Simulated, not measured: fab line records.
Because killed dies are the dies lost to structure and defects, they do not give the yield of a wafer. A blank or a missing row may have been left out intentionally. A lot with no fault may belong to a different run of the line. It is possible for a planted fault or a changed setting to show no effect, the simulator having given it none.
Split-lot study / flow gf180mcu / 23 wafers read from 5 lots, route of 602 steps

THE SPLIT ITSELF
At GF_MIM_CVD_05 (deposits Si3N4, target thk 42 nm, time 29.086 s), the setting timeS was moved away from the recipe's 29.086 s on 10 of the 23 wafers read, by -13.3% to +13.9%. All remaining wafers had this setting at the recipe value.

Between the split and the reading, the file records no step.

THE READING
At GF_MIM_THK_MEAS_06: MIM_CVD_05_THK, given in nm. A value of 41.9 nm with a standard deviation of 0.52 nm is what fault-free wafers of this fab line usually give.

wafer=L077.1; tool, chamber at the split=pecvd-03, 0; timeS as run, s=29.086; against the recipe=recipe; MIM_CVD_05_THK, nm=41.6; against lot-mates on the recipe=-
wafer=L077.3; tool, chamber at the split=pecvd-03, 2; timeS as run, s=32.41; against the recipe=+11.4%; MIM_CVD_05_THK, nm=46.2; against lot-mates on the recipe=+4.1
wafer=L077.4; tool, chamber at the split=pecvd-03, 1; timeS as run, s=32.41; against the recipe=+11.4%; MIM_CVD_05_THK, nm=46.7; against lot-mates on the recipe=+4.6
wafer=L077.5; tool, chamber at the split=pecvd-03, 0; timeS as run, s=32.41; against the recipe=+11.4%; MIM_CVD_05_THK, nm=46.8; against lot-mates on the recipe=+4.7
wafer=L077.6; tool, chamber at the split=pecvd-03, 2; timeS as run, s=29.086; against the recipe=recipe; MIM_CVD_05_THK, nm=42.6; against lot-mates on the recipe=-
wafer=L078.1; tool, chamber at the split=pecvd-03, 0; timeS as run, s=29.086; against the recipe=recipe; MIM_CVD_05_THK, nm=41.5; against lot-mates on the recipe=-
wafer=L078.3; tool, chamber at the split=pecvd-03, 2; timeS as run, s=32.97; against the recipe=+13.4%; MIM_CVD_05_THK, nm=47.5; against lot-mates on the recipe=+5.5
wafer=L078.4; tool, chamber at the split=pecvd-03, 2; timeS as run, s=29.086; against the recipe=recipe; MIM_CVD_05_THK, nm=42.4; against lot-mates on the recipe=-
wafer=L078.5; tool, chamber at the split=pecvd-03, 0; timeS as run, s=32.97; against the recipe=+13.4%; MIM_CVD_05_THK, nm=47.8; against lot-mates on the recipe=+5.8
wafer=L078.6; tool, chamber at the split=pecvd-03, 1; timeS as run, s=29.086; against the recipe=recipe; MIM_CVD_05_THK, nm=42.2; against lot-mates on the recipe=-
wafer=L080.2; tool, chamber at the split=pecvd-03, 1; timeS as run, s=29.086; against the recipe=recipe; MIM_CVD_05_THK, nm=41.0; against lot-mates on the recipe=-
wafer=L080.3; tool, chamber at the split=pecvd-03, 2; timeS as run, s=29.086; against the recipe=recipe; MIM_CVD_05_THK, nm=41.4; against lot-mates on the recipe=-
wafer=L080.4; tool, chamber at the split=pecvd-03, 0; timeS as run, s=29.086; against the recipe=recipe; MIM_CVD_05_THK, nm=42.2; against lot-mates on the recipe=-
wafer=L082.1; tool, chamber at the split=pecvd-03, 2; timeS as run, s=25.21; against the recipe=-13.3%; MIM_CVD_05_THK, nm=35.8; against lot-mates on the recipe=-6.0
wafer=L082.2; tool, chamber at the split=pecvd-03, 0; timeS as run, s=29.086; against the recipe=recipe; MIM_CVD_05_THK, nm=41.3; against lot-mates on the recipe=-
wafer=L082.3; tool, chamber at the split=pecvd-03, 1; timeS as run, s=29.086; against the recipe=recipe; MIM_CVD_05_THK, nm=41.8; against lot-mates on the recipe=-
wafer=L082.4; tool, chamber at the split=pecvd-03, 2; timeS as run, s=29.086; against the recipe=recipe; MIM_CVD_05_THK, nm=42.2; against lot-mates on the recipe=-
wafer=L082.6; tool, chamber at the split=pecvd-03, 1; timeS as run, s=25.21; against the recipe=-13.3%; MIM_CVD_05_THK, nm=36.4; against lot-mates on the recipe=-5.4
wafer=L083.1; tool, chamber at the split=pecvd-02, 0; timeS as run, s=33.14; against the recipe=+13.9%; MIM_CVD_05_THK, nm=47.3; against lot-mates on the recipe=+5.2
wafer=L083.2; tool, chamber at the split=pecvd-02, 2; timeS as run, s=33.14; against the recipe=+13.9%; MIM_CVD_05_THK, nm=47.4; against lot-mates on the recipe=+5.4
wafer=L083.3; tool, chamber at the split=pecvd-02, 1; timeS as run, s=33.14; against the recipe=+13.9%; MIM_CVD_05_THK, nm=46.8; against lot-mates on the recipe=+4.8
wafer=L083.4; tool, chamber at the split=pecvd-02, 2; timeS as run, s=29.086; against the recipe=recipe; MIM_CVD_05_THK, nm=42.0; against lot-mates on the recipe=-
wafer=L083.5; tool, chamber at the split=pecvd-02, 0; timeS as run, s=29.086; against the recipe=recipe; MIM_CVD_05_THK, nm=42.1; against lot-mates on the recipe=-

THE FIT
A straight line over all 23 wafers: MIM_CVD_05_THK changes by +0.412 nm for each +1% of timeS; r = +0.99; the points scatter about the line by 0.45 nm.
The same after taking each lot's own level away (the mean of its wafers on the recipe; 23 wafers): +0.4 nm for each +1%; r = +0.99; scatter 0.42 nm.
On that fit, the largest move of timeS shifts the reading by 5.6 nm.
The lots' own levels span 41.53 to 42.10 nm, that is 1.1 times the standard deviation above.
Hence the lot-to-lot level has little effect on the slope; both slopes agree.
Check: +5.53 nm against its lot-mates is what the line predicts for one of the wafers moved furthest among these (+13.9%) when that wafer is left out of the fit. Against them it came out at +5.25 nm.

THE WHOLE CHAIN: every reading that the file lists as answering this split, in the file's order
step=GF_MIM_CVD_05; what it does=deposits Si3N4, target thk 42 nm, time 29.086 s; reading=Si3N4_of_MIM_CVD_05.thkNm (the simulator's own value, which no gauge read); change (the file's fit)=+0.401 nm for each +1% of the setting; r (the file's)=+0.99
step=GF_MIM_THK_MEAS_06; what it does=; reading=MIM_CVD_05_THK; change (the file's fit)=+0.401 for each +1% of the setting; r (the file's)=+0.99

FILE'S OWN FIT
MIM_CVD_05_THK changes by +0.401 nm for each +1% of timeS, r = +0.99.
